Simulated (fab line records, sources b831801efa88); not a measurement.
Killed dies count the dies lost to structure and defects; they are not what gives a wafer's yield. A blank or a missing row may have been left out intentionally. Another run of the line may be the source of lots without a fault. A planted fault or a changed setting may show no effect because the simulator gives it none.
What tool caused it? || flow gf180mcu || 33 wafers from 11 lots sampled at 5 of the route's 602 steps

== WHAT THE GAUGES SHOWED, per wafer ==
GF_V1_RS_MEAS_24: measures by four-point-probe. Usual: for V1_W_RS the level is 0.328 ohm/sq and the standard deviation is 0.0034.
{"lot": "L275", "measured": "day 19 10:50", "on": "film metro-02", "V1_W_RS (ohm/sq)": "0.329 0.326 0.330", "flag": ""}
{"lot": "L277", "measured": "day 20 03:40", "on": "film metro-04", "V1_W_RS (ohm/sq)": "0.328 0.327 0.326", "flag": ""}
{"lot": "L278", "measured": "day 20 10:10", "on": "film metro-01", "V1_W_RS (ohm/sq)": "0.326 0.327 0.329", "flag": ""}
{"lot": "L282", "measured": "day 22 00:52", "on": "film metro-02", "V1_W_RS (ohm/sq)": "0.325 0.326 0.326", "flag": ""}
{"lot": "L283", "measured": "day 22 12:56", "on": "film metro-01", "V1_W_RS (ohm/sq)": "0.321 0.323 0.323", "flag": ""}
{"lot": "L285", "measured": "day 23 01:58", "on": "film metro-04", "V1_W_RS (ohm/sq)": "0.241 0.243 0.243", "flag": "OFF"}
{"lot": "L286", "measured": "day 23 07:07", "on": "film metro-02", "V1_W_RS (ohm/sq)": "0.243 0.244 0.243", "flag": "OFF"}
{"lot": "L289", "measured": "day 24 12:38", "on": "film metro-01", "V1_W_RS (ohm/sq)": "0.240 0.242 0.242", "flag": "OFF"}
{"lot": "L291", "measured": "day 25 01:49", "on": "film metro-01", "V1_W_RS (ohm/sq)": "0.335 0.335 0.336", "flag": ""}
{"lot": "L294", "measured": "day 25 17:46", "on": "film metro-02", "V1_W_RS (ohm/sq)": "0.332 0.328 0.331", "flag": ""}
{"lot": "L295", "measured": "day 26 08:25", "on": "film metro-02", "V1_W_RS (ohm/sq)": "0.334 0.327 0.331", "flag": ""}

GF_V1_THK_MEAS_25: measures by xrf. Usual: for V1_W_THK the level is 364 nm and the standard deviation is 5.1.
{"lot": "L275", "measured": "day 19 10:58", "on": "film metro-02", "V1_W_THK (nm)": "362 365 360", "flag": ""}
{"lot": "L277", "measured": "day 20 03:47", "on": "film metro-04", "V1_W_THK (nm)": "363 363 364", "flag": ""}
{"lot": "L278", "measured": "day 20 10:16", "on": "film metro-01", "V1_W_THK (nm)": "366 366 367", "flag": ""}
{"lot": "L282", "measured": "day 22 00:59", "on": "film metro-02", "V1_W_THK (nm)": "364 362 361", "flag": ""}
{"lot": "L283", "measured": "day 22 13:03", "on": "film metro-01", "V1_W_THK (nm)": "375 373 371", "flag": ""}
{"lot": "L285", "measured": "day 23 02:05", "on": "film metro-04", "V1_W_THK (nm)": "499 497 496", "flag": "OFF"}
{"lot": "L286", "measured": "day 23 07:14", "on": "film metro-02", "V1_W_THK (nm)": "495 496 493", "flag": "OFF"}
{"lot": "L289", "measured": "day 24 12:45", "on": "film metro-01", "V1_W_THK (nm)": "511 506 503", "flag": "OFF"}
{"lot": "L291", "measured": "day 25 01:56", "on": "film metro-01", "V1_W_THK (nm)": "355 354 353", "flag": ""}
{"lot": "L294", "measured": "day 25 17:53", "on": "film metro-02", "V1_W_THK (nm)": "358 361 359", "flag": ""}
{"lot": "L295", "measured": "day 26 08:32", "on": "film metro-02", "V1_W_THK (nm)": "357 363 361", "flag": ""}

== EACH LOT AND THE TOOL THAT RAN IT (in order: tool; ch and the chambers of the sampled wafers; start) ==
{"lot": "L275", "GF_V1_ETCH_16": "rie diel-01 ch 1,2,3, day 19 09:56", "GF_V1_ETCH_17": "rie diel-01 ch 1,2,3, day 19 10:44 or earlier", "GF_V1_CVD_23": "cvd w-02 ch 0,1, day 19 10:44"}
{"lot": "L277", "GF_V1_ETCH_16": "rie diel-04 ch 0,2,3, day 20 02:26", "GF_V1_ETCH_17": "rie diel-04 ch 0,2,3, day 20 03:33 or earlier", "GF_V1_CVD_23": "cvd w-01 ch 0,1, day 20 03:33"}
{"lot": "L278", "GF_V1_ETCH_16": "rie diel-04 ch 2,3, day 20 09:14", "GF_V1_ETCH_17": "rie diel-04 ch 2,3, day 20 10:02 or earlier", "GF_V1_CVD_23": "cvd w-02 ch 0,1, day 20 10:02"}
{"lot": "L282", "GF_V1_ETCH_16": "rie diel-04 ch 1,2, day 21 23:59", "GF_V1_ETCH_17": "rie diel-04 ch 1,2, day 22 00:45 or earlier", "GF_V1_CVD_23": "cvd w-01 ch 0, day 22 00:45"}
{"lot": "L283", "GF_V1_ETCH_16": "rie diel-04 ch 0,1, day 22 12:04", "GF_V1_ETCH_17": "rie diel-04 ch 0,1, day 22 12:49 or earlier", "GF_V1_CVD_23": "cvd w-01 ch 0,1, day 22 12:49"}
{"lot": "L285", "GF_V1_ETCH_16": "rie diel-04 ch 1,2,3, day 23 01:05", "GF_V1_ETCH_17": "rie diel-04 ch 1,2,3, day 23 01:51 or earlier", "GF_V1_CVD_23": "cvd w-01 ch 0,1, day 23 01:51"}
{"lot": "L286", "GF_V1_ETCH_16": "rie diel-04 ch 0,1,2, day 23 06:13", "GF_V1_ETCH_17": "rie diel-04 ch 0,1,2, day 23 07:00 or earlier", "GF_V1_CVD_23": "cvd w-01 ch 0,1, day 23 07:00"}
{"lot": "L289", "GF_V1_ETCH_16": "rie diel-02 ch 0,1, day 24 11:46", "GF_V1_ETCH_17": "rie diel-02 ch 0,1, day 24 12:31 or earlier", "GF_V1_CVD_23": "cvd w-01 ch 0,1, day 24 12:31"}
{"lot": "L291", "GF_V1_ETCH_16": "rie diel-02 ch 0,2,3, day 25 00:56", "GF_V1_ETCH_17": "rie diel-02 ch 0,2,3, day 25 01:42 or earlier", "GF_V1_CVD_23": "cvd w-02 ch 0,1, day 25 01:42"}
{"lot": "L294", "GF_V1_ETCH_16": "rie diel-04 ch 0,1, day 25 16:52", "GF_V1_ETCH_17": "rie diel-04 ch 0,1, day 25 17:38 or earlier", "GF_V1_CVD_23": "cvd w-02 ch 0,1, day 25 17:38"}
{"lot": "L295", "GF_V1_ETCH_16": "rie diel-04 ch 0,2,3, day 26 07:26", "GF_V1_ETCH_17": "rie diel-04 ch 0,2,3, day 26 08:17 or earlier", "GF_V1_CVD_23": "cvd w-02 ch 0,1, day 26 08:17"}
- GF_V1_ETCH_16: etches BARC in N2/H2.
- GF_V1_ETCH_17: etches SiO2 in C4F8/O2/Ar, stops on TiN, target depth 630 nm.
- GF_V1_CVD_23: deposits W, target thk 350 nm, time 105.05 s.

== AS READ BY THE TOOLS THEMSELVES (means over the sampled wafers that have a number; for cases with no such wafer, the mark the record gives instead) ==
GF_V1_ETCH_16. Usual: drypump motor current A 5.7 A, standard deviation 0.38; oes product au 0.855 a.u., standard deviation 0.005; throttle valve pct 13.225 %, standard deviation 0.0081.
{"lot": "L275", "tool": "rie diel-01", "drypump motor current A (A)": 5.6, "oes product au (a.u.)": 0.854, "throttle valve pct (%)": 13.232, "flag": ""}
{"lot": "L277", "tool": "rie diel-04", "drypump motor current A (A)": 6.0, "oes product au (a.u.)": 0.856, "throttle valve pct (%)": 13.221, "flag": ""}
{"lot": "L278", "tool": "rie diel-04", "drypump motor current A (A)": 6.0, "oes product au (a.u.)": 0.854, "throttle valve pct (%)": 13.219, "flag": ""}
{"lot": "L282", "tool": "rie diel-04", "drypump motor current A (A)": 5.6, "oes product au (a.u.)": 0.859, "throttle valve pct (%)": 13.222, "flag": ""}
{"lot": "L283", "tool": "rie diel-04", "drypump motor current A (A)": 5.7, "oes product au (a.u.)": 0.854, "throttle valve pct (%)": 13.217, "flag": ""}
{"lot": "L285", "tool": "rie diel-04", "drypump motor current A (A)": 5.7, "oes product au (a.u.)": 0.854, "throttle valve pct (%)": 13.224, "flag": ""}
{"lot": "L286", "tool": "rie diel-04", "drypump motor current A (A)": 5.7, "oes product au (a.u.)": 0.858, "throttle valve pct (%)": 13.226, "flag": ""}
{"lot": "L289", "tool": "rie diel-02", "drypump motor current A (A)": 5.4, "oes product au (a.u.)": 0.855, "throttle valve pct (%)": 13.217, "flag": ""}
{"lot": "L291", "tool": "rie diel-02", "drypump motor current A (A)": 5.4, "oes product au (a.u.)": 0.858, "throttle valve pct (%)": 13.225, "flag": ""}
{"lot": "L294", "tool": "rie diel-04", "drypump motor current A (A)": 5.6, "oes product au (a.u.)": 0.855, "throttle valve pct (%)": 13.220, "flag": ""}
{"lot": "L295", "tool": "rie diel-04", "drypump motor current A (A)": 6.0, "oes product au (a.u.)": 0.852, "throttle valve pct (%)": 13.225, "flag": ""}

GF_V1_ETCH_17. Usual: oes product au 0.856 a.u., standard deviation 0.0043.
{"lot": "L275", "tool": "rie diel-01", "oes product au (a.u.)": 0.854, "flag": ""}
{"lot": "L277", "tool": "rie diel-04", "oes product au (a.u.)": 0.857, "flag": ""}
{"lot": "L278", "tool": "rie diel-04", "oes product au (a.u.)": 0.856, "flag": ""}
{"lot": "L282", "tool": "rie diel-04", "oes product au (a.u.)": 0.858, "flag": ""}
{"lot": "L283", "tool": "rie diel-04", "oes product au (a.u.)": 0.858, "flag": ""}
{"lot": "L285", "tool": "rie diel-04", "oes product au (a.u.)": 0.854, "flag": ""}
{"lot": "L286", "tool": "rie diel-04", "oes product au (a.u.)": 0.851, "flag": ""}
{"lot": "L289", "tool": "rie diel-02", "oes product au (a.u.)": 0.854, "flag": ""}
{"lot": "L291", "tool": "rie diel-02", "oes product au (a.u.)": 0.858, "flag": ""}
{"lot": "L294", "tool": "rie diel-04", "oes product au (a.u.)": 0.859, "flag": ""}
{"lot": "L295", "tool": "rie diel-04", "oes product au (a.u.)": 0.853, "flag": ""}

GF_V1_CVD_23. Usual: heater power w 811 W, standard deviation 72; susceptor temp C 400.00 C, standard deviation 0.22.
{"lot": "L275", "tool": "cvd w-02", "heater power w (W)": 749, "susceptor temp C (C)": 400.19, "flag": ""}
{"lot": "L277", "tool": "cvd w-01", "heater power w (W)": 849, "susceptor temp C (C)": 399.91, "flag": ""}
{"lot": "L278", "tool": "cvd w-02", "heater power w (W)": 812, "susceptor temp C (C)": 399.77, "flag": ""}
{"lot": "L282", "tool": "cvd w-01", "heater power w (W)": 823, "susceptor temp C (C)": 400.07, "flag": ""}
{"lot": "L283", "tool": "cvd w-01", "heater power w (W)": 832, "susceptor temp C (C)": 399.92, "flag": ""}
{"lot": "L285", "tool": "cvd w-01", "heater power w (W)": 869, "susceptor temp C (C)": 400.05, "flag": ""}
{"lot": "L286", "tool": "cvd w-01", "heater power w (W)": 848, "susceptor temp C (C)": 399.95, "flag": ""}
{"lot": "L289", "tool": "cvd w-01", "heater power w (W)": 850, "susceptor temp C (C)": 399.79, "flag": ""}
{"lot": "L291", "tool": "cvd w-02", "heater power w (W)": 813, "susceptor temp C (C)": 399.84, "flag": ""}
{"lot": "L294", "tool": "cvd w-02", "heater power w (W)": 802, "susceptor temp C (C)": 400.17, "flag": ""}
{"lot": "L295", "tool": "cvd w-02", "heater power w (W)": 742, "susceptor temp C (C)": 400.18, "flag": ""}

== THE ANSWER, worked out from the rows above alone ==
Rule: lot off if the mean of its wafers having a number is beyond 3 standard deviations from the usual mean. A lot without any number at a reading at which 4 lots or more have one is off too. Any other lot the step has rows for is counted as sound. The gauges are gone through in route order, then the tools' own readings, and for those a lot's mean is taken as printed above. At the first step where some lot is off, the reading lying furthest off is the one used; lots without a number count as furthest.
Off: L285, L286, L289, at GF_V1_RS_MEAS_24 (V1_W_RS).
If a tool, at a process step before that reading, ran all the lots that are off and no sound lot after the first of them, it fits. Gauges at GF_V1_RS_MEAS_24: tried the same way as those tools. GF_V1_ETCH_17 gives no start for some lots, so the hours and the order of its lots are those of GF_V1_CVD_23. One fits: GF_V1_CVD_23 on cvd w-01. Its last sound lot is L283 (day 22 12:49), its first lot that is off L285 (day 23 01:51): a fault that began between those two fits.

== WHAT HAD BEEN PUT IN BY THE SIMULATOR ==
Drift in process parameters on cvd w-01 at GF_V1_CVD_23, starting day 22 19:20. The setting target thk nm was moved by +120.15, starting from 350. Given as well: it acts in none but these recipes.
Shown lots that were struck: L285, L286, L289. The same result came from the rule above.
